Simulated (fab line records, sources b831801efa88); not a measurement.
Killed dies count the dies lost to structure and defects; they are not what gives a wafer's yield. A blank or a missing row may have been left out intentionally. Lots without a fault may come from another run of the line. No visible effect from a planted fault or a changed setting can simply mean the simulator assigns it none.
A lot that was struck, set against a sound lot -- flow sky130 -- 31 steps out of a route of 708
Sound: wafers L759.1, L759.4, L759.6. Struck: wafers L764.1, L764.5. At the end, the cause is stated.
Each step with rows lists, per side, the tool, then ch with its chambers, then its first start. Under that, the readings that differ: sound wafers -- struck wafers -- difference of the means -- sigmas: that difference in standard deviations of wafers without a fault.
alike: words and numbers the same on both sides, and readings whose means are apart by under 2 such deviations; not compared: readings that were withheld, readings missing a value for some wafer, numbers with overlapping values and no deviation given by the record, and bounds like >300 which may hide the same value.
A row with sigmas, a row that says differs or no value, or rows on one side alone: a step with any of these is where the two part. When numbers do not overlap yet have no deviation, they are printed without sigmas and do not part them. Lack of a reading on every wafer of one side parts them only where that side has two or more wafers.

first, 1 step without rows for these wafers: SKY_CONTACT_ETCH_18 (etches Si3N4 in CHF3/O2, stops on TiN, time 39 s, target depth 75 nm).
SKY_CONTACT_STRIP_19: strips in O2/N2.
  sound on plasma asher-02 ch 0,1, day 33 18:04; struck on plasma asher-02 ch 0,1, day 34 13:20
  alike: drypump motor current A, oes product au, strip time to endpoint s
  not compared: rf hours counter h
then, 4 steps without rows for these wafers: SKY_CONTACT_STRIP_20 (strips in post etch residue remover, time 1200 s); SKY_CONTACT_CLEAN_21 (cleans in IPA, time 180 s); SKY_CONTACT_CLEAN_22 (cleans in O3/DIW); SKY_CONTACT_SPUTTER_23 (material TiN, target thk 20 nm, time 80 s).
SKY_CONTACT_CVD_24: deposits W, target thk 340 nm, time 102.12 s.
  sound on cvd w-01 ch 0,1, day 33 19:04; struck on cvd w-02 ch 0,1, day 34 14:02
  alike: heater power w
SKY_CONTACT_RS_MEAS_25: uses a four-point probe to measure.
  sound: film metro-01 at day 33 19:10; struck: film metro-01 at day 34 14:08
  alike: CONTACT_W_RS
SKY_CONTACT_THK_MEAS_26: measures by xrf.
  sound: film metro-01 at day 33 19:17; struck: film metro-01 at day 34 14:16
reading,sound,struck,difference,sigmas
CONTACT_W_THK (nm),339 337 340,332 329,-8,-2
then, 1 step without rows for these wafers: SKY_CONTACT_CMP_27 (polishes, stops on SiO2, t overpolish 15 s, target thk 0 nm).
SKY_METAL1_SPUTTER_00: material Ti, target thk 15 nm, time 10 s.
  sound: pvd sputter-04 at day 33 19:39; struck: pvd sputter-03 at day 34 14:37
  alike: throttle valve pct
SKY_METAL1_SPUTTER_01: material TiN, target thk 20 nm, time 16.7 s.
  sound: pvd sputter-04 at day 33 19:40; struck: pvd sputter-03 at day 34 14:38
  alike: throttle valve pct
SKY_METAL1_SPUTTER_02: material AlCu, target thk 250 nm, time 13.3 s.
  sound: pvd sputter-04 at day 33 19:41; struck: pvd sputter-03 at day 34 14:40
reading,sound,struck,difference,sigmas
model.AlCu_of_METAL1_SPUTTER_02.thk nm (nm),249 247.7 246.9,322.4 321.5,+74.1,
  alike: throttle valve pct
then, 1 step without rows for these wafers: SKY_METAL1_SPUTTER_03 (material Ti, target thk 5 nm, time 3.3 s).
SKY_METAL1_SPUTTER_04: material TiN, target thk 70 nm, time 58.3 s.
  sound: pvd sputter-04 at day 33 19:44; struck: pvd sputter-03 at day 34 14:43
  alike: throttle valve pct
SKY_METAL1_RS_MEAS_05: uses a four-point probe to measure.
  sound: film metro-03 at day 33 19:47; struck: film metro-03 at day 34 15:05
reading,sound,struck,difference,sigmas
METAL1_ALCU_RS (ohm/sq),0.1273 0.1280 0.1281,0.0978 0.0979,-0.0300,-23
  not compared: hold
SKY_METAL1_THK_MEAS_06: measures by xrf.
  sound: film metro-03 at day 33 19:55; struck: film metro-03 at day 34 19:28
reading,sound,struck,difference,sigmas
METAL1_ALCU_THK (nm),246.0 243.1 242.5,319.1 316.6,+74.0,+26
  not compared: hold
then, 7 steps without rows for these wafers: SKY_METAL1_HMDS_08 (prime time 60 s); SKY_METAL1_COAT_09 (resist thk 60 nm); SKY_METAL1_COAT_10 (resist thk 450 nm); SKY_METAL1_SOFTBAKE_11 (time 90 s); SKY_METAL1_EXPOSE_12 (exposes mask MM1, target cd 140 nm); SKY_METAL1_PEB_13; SKY_METAL1_DEVELOP_14 (develop time 60 s).
SKY_METAL1_CD_MEAS_15: target cd 140 nm.
  sound: cd sem-02 at day 34 23:07; struck: cd sem-02 at day 35 17:32
  alike: cd nm
SKY_METAL1_OVL_MEAS_16:
  sound: overlay-02 at day 34 23:14; struck: overlay-02 at day 35 17:40
  alike: METAL1_OVL
then, 2 steps without rows for these wafers: SKY_METAL1_DESCUM_17 (chemistry O2, time 8 s); SKY_METAL1_ETCH_18 (etches BARC in N2/H2, stops on SiO2, time 45.9 s, target depth 60 nm).
SKY_METAL1_METAL_ETCH_19: etches the open film in Cl2/BCl3, stops on SiO2, target depth 360 nm, time 78 s.
  sound on rie metal-02 ch 0,1, day 34 23:22; struck on rie metal-02 ch 0,1, day 35 17:48
reading,sound,struck,difference,sigmas
oes product au (a.u.),0.862 0.850 0.858,0.897 0.902,+0.043,+8
  alike: drypump motor current A, throttle valve pct
  not compared: rf hours counter h
then, 1 step without rows for these wafers: SKY_METAL1_STRIP_20 (strips in O2/N2).
-- the record jumps here: 12 days lie between the struck wafers' starts before and after (it left off in module METAL1 and takes up again in module PAD_OPEN, whose first step shown is number 708 of the route) --
SKY_PAD_OPEN_PROBE_99:
  sound: prober-01 at day 47 10:52; struck: prober-02 at day 48 01:25
reading,sound,struck,difference,sigmas
model.etest.met1.line ohm um,0.9144 0.9436 0.9196,0.6956 0.7154,-0.2204,
model.etest.met1.rs ohm sq,0.1286 0.1296 0.1304,0.09904 0.09855,-0.03074,
  alike: defect limited yield, killed_at_M0_to_M3, killed_at_M4_up, killed at contacts, killed at front end, killed at other, killed dies, killed open, killed short, sort_bin_3_pad_short, sort_bin_5_function, sort_bin_6_memory, sort n pass, sort yield pct
  not compared: hold

WHERE THEY PART
Earliest at SKY_CONTACT_THK_MEAS_26; latest, in this record, at SKY_METAL1_METAL_ETCH_19. Later steps at which nothing parts them and some readings are alike: SKY_PAD_OPEN_PROBE_99.

WHY: whatever the simulator had introduced
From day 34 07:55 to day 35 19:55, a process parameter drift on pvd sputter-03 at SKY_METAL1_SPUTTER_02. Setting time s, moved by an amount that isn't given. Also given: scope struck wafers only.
